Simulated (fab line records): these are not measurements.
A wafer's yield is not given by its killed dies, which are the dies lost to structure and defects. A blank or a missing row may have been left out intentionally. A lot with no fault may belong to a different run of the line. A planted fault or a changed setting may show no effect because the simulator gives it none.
fab line records -- flow sky130
[record] lots = 12, wafers = 35, lastDay = 50
route steps=708 shown LI_CONTACT@371 LOCAL_INTERCONNECT@399
lots with no fault: from the same line, run without faults
startH: hours from the record's first day to the start of the lot's first wafer shown -- waitH: hours elapsed since this lot's preceding step -- " repeats the value in the row above -- L1.1+2: one row covering several wafers at once -- - no value, or no start given -- * or withheld: withheld -- < > ~ a bound
route shown NAME@n: a module of which the file shows steps, and the number in the route of the first -- usual: mean and standard deviation over wafers with no fault -- same: alike in all rows -- chamber/n: place in a boat -- sites: each site's reading -- _std_site: standard deviation across them -- _edge_site: inner sites' mean taken away from outer sites' mean -- radiusMm: for every site, how far away it sits from the centre of the wafer -- mask NAME#n: copy n -- behind: tool/chamber where the wafer was last shaped -- hold: why the lot went on hold/how many hours it stayed there/how the hold came to an end -- device: which transistor (n, p or np) failed to switch -- end of line: tests of these same wafers at the route's end -- a step with no rows: only its recipe -- killed: dies lost to structure and defects at the first sort, not the wafer's yield -- map: the dies of a wafer, with x for killed, . for not killed, _ for no die there
set.NAME: the setting the step ran with; set.NAME@STEP: the setting that earlier step ran with -- model.NAME: the simulator's own value behind a step, which no gauge read
one table for each step of the route and one row for each wafer, over a sample of lots
services: when a tool's chamber went out of use (startH, in hours from the record's first day, below 0 if earlier), for how many hours, and the reason
[[steps]]
[step SKY_LI_CONTACT_EXPOSE_09]
[recipe] maskId = LICM1, na = 0.8, sourceShape = annular, sigmaInner = 0.55, sigmaOuter = 0.85, targetCdNm = 170, doseMj = 38
[usual] focusOffsetNm = 0.0/0.55
[same] sigmaInner = 0.55
lot.wafer,tool,chamber,startH,waitH,mask,focusOffsetNm
L409.1,krfScanner-01,0,662.43,-,LICM1#0,-0.2
L409.5,krfScanner-01,0,662.43,-,LICM1#0,0.3
L409.6,krfScanner-01,0,662.43,-,LICM1#0,0.2
L411.4,krfScanner-02,0,677.41,-,LICM1#0,0.3
L411.5,krfScanner-02,0,677.41,-,LICM1#0,0.3
L411.6,krfScanner-02,0,677.41,-,LICM1#0,-0.1
L412.3,krfScanner-02,0,687.72,-,LICM1#0,0.4
L412.5,krfScanner-02,0,687.72,-,LICM1#0,0.4
L412.6,krfScanner-02,0,687.72,-,LICM1#0,0.2
L413.1,krfScanner-02,0,704.11,-,LICM1#0,0.2
L413.2,krfScanner-02,0,704.11,-,LICM1#0,0.8
L413.5,krfScanner-02,0,704.11,-,LICM1#0,0.2
L414.3,krfScanner-02,0,731.28,-,LICM1#0,-0.3
L414.4,krfScanner-02,0,731.28,-,LICM1#0,-0.3
L414.5,krfScanner-02,0,731.28,-,LICM1#0,-0.3
L417.2,krfScanner-02,0,738.53,-,LICM1#0,0.3
L417.4,krfScanner-02,0,738.53,-,LICM1#0,1.0
L417.6,krfScanner-02,0,738.53,-,LICM1#0,1.2
L419.1,krfScanner-01,0,756.46,-,LICM1#0,-0.8
L419.2,krfScanner-01,0,756.46,-,LICM1#0,-0.4
L419.3,krfScanner-01,0,756.46,-,LICM1#0,-0.3
L420.2,krfScanner-02,0,764.52,-,LICM1#0,1.1
L420.4,krfScanner-02,0,764.52,-,LICM1#0,0.5
L421.4,krfScanner-02,0,766.46,-,LICM1#0,-0.5
L421.5,krfScanner-02,0,766.46,-,LICM1#0,-0.2
L421.6,krfScanner-02,0,766.46,-,LICM1#0,0.1
L427.2,krfScanner-02,0,819.92,-,LICM1#0,-0.6
L427.4,krfScanner-02,0,819.92,-,LICM1#0,-0.3
L427.6,krfScanner-02,0,819.92,-,LICM1#0,-0.3
L428.1,krfScanner-01,0,826.46,-,LICM1#0,0.2
L428.3,krfScanner-01,0,826.46,-,LICM1#0,0.6
L428.5,krfScanner-01,0,826.46,-,LICM1#0,-0.2
L431.1,krfScanner-02,0,836.53,-,LICM1#0,-0.1
L431.3,krfScanner-02,0,836.53,-,LICM1#0,-0.2
L431.6,krfScanner-02,0,836.53,-,LICM1#0,-0.1
[step SKY_LI_CONTACT_CD_MEAS_12]
[recipe] targetCdNm = 170
[usual] cdNm = 170.0/1.1
lot.wafer,tool,chamber,startH,waitH,cdNm
L409.1,cdSem-02,-,676.96,-,169.8
L409.5,cdSem-02,-,676.96,-,170.6
L409.6,cdSem-02,-,676.96,-,169.5
L411.4,cdSem-01,-,690.42,-,169.4
L411.5,cdSem-01,-,690.42,-,169.4
L411.6,cdSem-01,-,690.42,-,169.1
L412.3,cdSem-01,-,700.97,-,171.4
L412.5,cdSem-01,-,700.97,-,170.6
L412.6,cdSem-01,-,700.97,-,170.8
L413.1,cdSem-01,-,717.43,-,169.9
L413.2,cdSem-01,-,717.43,-,170.7
L413.5,cdSem-01,-,717.43,-,170.2
L414.3,cdSem-02,-,745.07,-,169.7
L414.4,cdSem-02,-,745.07,-,170.9
L414.5,cdSem-02,-,745.07,-,169.9
L417.2,cdSem-02,-,751.50,-,170.3
L417.4,cdSem-02,-,751.50,-,169.3
L417.6,cdSem-02,-,751.50,-,169.6
L419.1,cdSem-01,-,769.54,-,170.8
L419.2,cdSem-01,-,769.54,-,170.3
L419.3,cdSem-01,-,769.54,-,170.9
L420.2,cdSem-01,-,777.23,-,170.3
L420.4,cdSem-01,-,777.23,-,166.3
L421.4,cdSem-02,-,779.34,-,163.8
L421.5,cdSem-02,-,779.34,-,168.8
L421.6,cdSem-02,-,779.34,-,167.7
L427.2,cdSem-01,-,832.96,-,170.1
L427.4,cdSem-01,-,832.96,-,171.1
L427.6,cdSem-01,-,832.96,-,168.8
L428.1,cdSem-01,-,839.16,-,171.8
L428.3,cdSem-01,-,839.16,-,171.6
L428.5,cdSem-01,-,839.16,-,170.9
L431.1,cdSem-02,-,848.56,-,171.5
L431.3,cdSem-02,-,848.56,-,171.0
L431.6,cdSem-02,-,848.56,-,170.0
[step SKY_LI_CONTACT_ETCH_15]
[recipe] target = PSG, chemistry = C4F8/O2/Ar, stopOn = Si, taperDeg = 4.15, maskMaterial = KrF-thick, sourceW = 1500, biasW = 1200, pressureMtorr = 40, c4f8FlowSccm = withheld, O2_flow_sccm = 6, Ar_flow_sccm = 300, timeS = withheld, targetDepthA = 6000
[usual] oesProductAu = 0.837/0.0048
lot.wafer,tool,chamber,startH,waitH,oesProductAu
L409.1,rieDiel-04,0,677.15,0.0,0.841
L409.5,rieDiel-04,3,677.15,0.0,0.836
L409.6,rieDiel-04,1,677.15,0.0,0.843
L411.4,rieDiel-02,0,690.55,0.0,0.837
L411.5,rieDiel-02,1,690.55,0.0,0.849
L411.6,rieDiel-02,0,690.55,0.0,0.838
L412.3,rieDiel-01,0,701.13,0.0,0.831
L412.5,rieDiel-01,1,701.13,0.0,0.842
L412.6,rieDiel-01,2,701.13,0.0,0.837
L413.1,rieDiel-02,1,717.63,0.0,0.829
L413.2,rieDiel-02,0,717.63,0.0,0.826
L413.5,rieDiel-02,3,717.63,0.0,0.833
L414.3,rieDiel-04,2,745.23,0.0,0.837
L414.4,rieDiel-04,0,745.23,0.0,0.835
L414.5,rieDiel-04,0,745.23,0.0,0.837
L417.2,rieDiel-04,3,751.68,0.0,0.836
L417.4,rieDiel-04,1,751.68,0.0,0.838
L417.6,rieDiel-04,0,751.68,0.0,0.841
L419.1,rieDiel-02,0,769.74,0.0,0.839
L419.2,rieDiel-02,2,769.74,0.0,0.837
L419.3,rieDiel-02,3,769.74,0.0,0.832
L420.2,rieDiel-01,1,777.40,0.0,0.834
L420.4,rieDiel-01,0,777.40,0.0,0.831
L421.4,rieDiel-02,3,779.48,0.0,0.836
L421.5,rieDiel-02,1,779.48,0.0,0.837
L421.6,rieDiel-02,0,779.48,0.0,0.835
L427.2,rieDiel-01,3,833.14,0.0,0.830
L427.4,rieDiel-01,1,833.14,0.0,0.837
L427.6,rieDiel-01,2,833.14,0.0,0.845
L428.1,rieDiel-04,3,839.36,0.0,0.839
L428.3,rieDiel-04,0,839.36,0.0,0.832
L428.5,rieDiel-04,2,839.36,0.0,0.827
L431.1,rieDiel-01,1,848.76,0.0,0.837
L431.3,rieDiel-01,3,848.76,0.0,0.829
L431.6,rieDiel-01,0,848.76,0.0,0.837
[step SKY_LOCAL_INTERCONNECT_OVL_MEAS_12]
[usual] LOCAL_INTERCONNECT_OVL = -1/6.3
lot.wafer,tool,chamber,startH,waitH,LOCAL_INTERCONNECT_OVL[nm]
L409.1,overlay-01,-,706.79,0.1,2
L409.5,overlay-01,-,706.79,0.1,-5
L409.6,overlay-01,-,706.79,0.1,-2
L411.4,overlay-02,-,719.78,0.1,1
L411.5,overlay-02,-,719.78,0.1,-2
L411.6,overlay-02,-,719.78,0.1,-4
L412.3,overlay-01,-,730.57,0.1,-8
L412.5,overlay-01,-,730.57,0.1,-10
L412.6,overlay-01,-,730.57,0.1,-2
L413.1,overlay-02,-,746.99,0.1,10
L413.2,overlay-02,-,746.99,0.1,4
L413.5,overlay-02,-,746.99,0.1,12
L414.3,overlay-02,-,773.85,0.1,4
L414.4,overlay-02,-,773.85,0.1,6
L414.5,overlay-02,-,773.85,0.1,2
L417.2,overlay-02,-,779.50,0.1,-4
L417.4,overlay-02,-,779.50,0.1,0
L417.6,overlay-02,-,779.50,0.1,0
L419.1,overlay-01,-,797.16,0.1,6
L419.2,overlay-01,-,797.16,0.1,4
L419.3,overlay-01,-,797.16,0.1,-1
L420.2,overlay-02,-,805.21,0.1,6
L420.4,overlay-02,-,805.21,0.1,6
L421.4,overlay-02,-,806.81,0.1,-5
L421.5,overlay-02,-,806.81,0.1,-3
L421.6,overlay-02,-,806.81,0.1,0
L427.2,overlay-02,-,859.46,0.1,-3
L427.4,overlay-02,-,859.46,0.1,-14
L427.6,overlay-02,-,859.46,0.1,-4
L428.1,overlay-01,-,867.34,0.1,5
L428.3,overlay-01,-,867.34,0.1,-3
L428.5,overlay-01,-,867.34,0.1,-5
L431.1,overlay-01,-,875.90,0.1,-11
L431.3,overlay-01,-,875.90,0.1,-12
L431.6,overlay-01,-,875.90,0.1,-17
[step SKY_LOCAL_INTERCONNECT_METAL_ETCH_14]
[recipe] targetDepthNm = 110, stopOn = PSG, chemistry = Cl2/BCl3, target = TiN, resistSidewallDeg = 88, pressureMtorr = 10, icpW = 900, biasW = 48.5, Cl2_flow_sccm = 60, bcl3FlowSccm = 30, timeS = 31.4
[usual] drypumpMotorCurrentA = 5.8/0.46, oesProductAu = 0.939/0.0074, throttleValvePct = 21.901/0.0095
[same] timeS = 31.4
lot.wafer,tool,chamber,startH,waitH,drypumpMotorCurrentA,oesProductAu,rfHoursCounterH,throttleValvePct
L409.1,rieMetal-03,0,706.89,0.0,5.9,0.941,15,21.891
L409.5,rieMetal-03,1,706.89,0.0,5.4,0.932,-,21.893
L409.6,rieMetal-03,0,706.89,0.0,5.9,0.931,-,21.891
L411.4,rieMetal-03,1,719.87,0.0,5.4,0.928,-,21.907
L411.5,rieMetal-03,0,719.87,0.0,5.9,0.940,-,21.886
L411.6,rieMetal-03,1,719.87,0.0,5.4,0.938,-,21.897
L412.3,rieMetal-04,0,730.67,0.0,6.6,0.942,-,21.906
L412.5,rieMetal-04,0,730.67,0.0,6.6,0.933,-,21.907
L412.6,rieMetal-04,1,730.67,0.0,4.9,0.929,-,21.903
L413.1,rieMetal-02,1,747.09,0.0,6.2,0.935,7,21.913
L413.2,rieMetal-02,0,747.09,0.0,6.0,0.926,12,21.900
L413.5,rieMetal-02,0,747.09,0.0,6.0,0.936,-,21.900
L414.3,rieMetal-03,1,773.96,0.0,5.3,0.935,-,21.898
L414.4,rieMetal-03,0,773.96,0.0,5.9,0.944,-,21.898
L414.5,rieMetal-03,1,773.96,0.0,5.4,0.935,-,21.897
L417.2,rieMetal-04,0,779.59,0.0,6.5,0.945,5,21.885
L417.4,rieMetal-04,1,779.59,0.0,4.9,0.949,-,21.910
L417.6,rieMetal-04,0,779.59,0.0,6.6,0.935,-,21.885
L419.1,rieMetal-02,1,797.26,0.0,6.1,0.939,8,21.901
L419.2,rieMetal-02,0,797.26,0.0,6.1,0.948,14,21.900
L419.3,rieMetal-02,0,797.26,0.0,6.1,0.944,-,21.904
L420.2,rieMetal-04,1,805.31,0.0,4.9,0.932,11,21.889
L420.4,rieMetal-04,0,805.31,0.0,6.6,0.944,-,21.904
L421.4,rieMetal-02,0,806.91,0.0,6.0,0.942,-,21.885
L421.5,rieMetal-02,1,806.91,0.0,6.1,0.936,-,21.910
L421.6,rieMetal-02,0,806.91,0.0,6.0,0.936,-,21.913
L427.2,rieMetal-03,0,859.56,0.0,5.9,0.951,4,21.904
L427.4,rieMetal-03,0,859.56,0.0,5.9,0.942,-,21.887
L427.6,rieMetal-03,1,859.56,0.0,5.4,0.945,-,21.893
L428.1,rieMetal-03,0,867.44,0.0,5.9,0.930,4,21.915
L428.3,rieMetal-03,0,867.44,0.0,5.9,0.937,-,21.918
L428.5,rieMetal-03,0,867.44,0.0,5.9,0.936,-,21.877
L431.1,rieMetal-02,1,876.00,0.0,6.1,0.945,12,21.894
L431.3,rieMetal-02,1,876.00,0.0,6.1,0.955,-,21.875
L431.6,rieMetal-02,0,876.00,0.0,6.0,0.942,-,21.902
[[services]]
tool,chamber,startH,hours,kind
krfScanner-01,-,646.76,1.0,pm
rieMetal-02,-,652.55,2.8,pm
rieDiel-01,1,653.07,23.7,repair
rieDiel-01,-,668.40,15.6,pm
krfScanner-01,-,673.43,35.9,repair
rieMetal-02,-,675.77,1.8,repair
rieDiel-04,-,704.32,1.8,repair
krfScanner-02,-,710.66,0.8,pm
rieDiel-01,-,717.63,0.6,repair
rieDiel-04,1,725.24,15.6,repair
rieDiel-04,2,730.34,5.1,repair
rieDiel-02,0,765.48,2.8,repair
krfScanner-02,-,772.64,2.7,repair
rieDiel-02,1,783.88,1.9,repair
krfScanner-02,-,785.72,1.3,pm
rieDiel-01,1,785.91,9.8,repair
krfScanner-02,-,805.40,1.0,pm
rieMetal-02,1,809.90,18.4,repair
rieDiel-01,2,845.22,5.1,repair
rieDiel-04,1,854.48,2.7,repair
krfScanner-02,-,855.21,0.8,pm
rieMetal-03,-,855.99,0.7,repair
rieDiel-02,1,868.47,9.3,repair
krfScanner-02,-,875.66,0.4,repair
[[key]]
[firstSign] step = SKY_LI_CONTACT_CD_MEAS_12, reading = cdNm, direction = down, sigmas = 4.4, usual = 170.0, struck = 165.0
effect none on later readings
metAt SKY_LI_CONTACT_EXPOSE_09
struckLots L420,L421
struckWafers L420.4,L421.4
testerLeftOut L420,L421
notActingAt SKY_LI_CONTACT_ETCH_15,SKY_LOCAL_INTERCONNECT_OVL_MEAS_12,SKY_LOCAL_INTERCONNECT_METAL_ETCH_14
onsetBetween 738.53 764.52
[fault] kind = processParameterDrift, tool = krfScanner-02, chamber = -, onsetH = 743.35, steps = SKY_LI_CONTACT_EXPOSE_09, channel = focusNm, offset = 89.87, shape = step, endH = 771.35, scope = struckWafersOnly
// testerLeftOut: of these lots the tester's yield and bins aren't shown, on N5 and GAA mostly nor the transistor test; their killed dies are dies lost to structure and defects alone, not to doping, threshold or leakage, so they don't give the yield
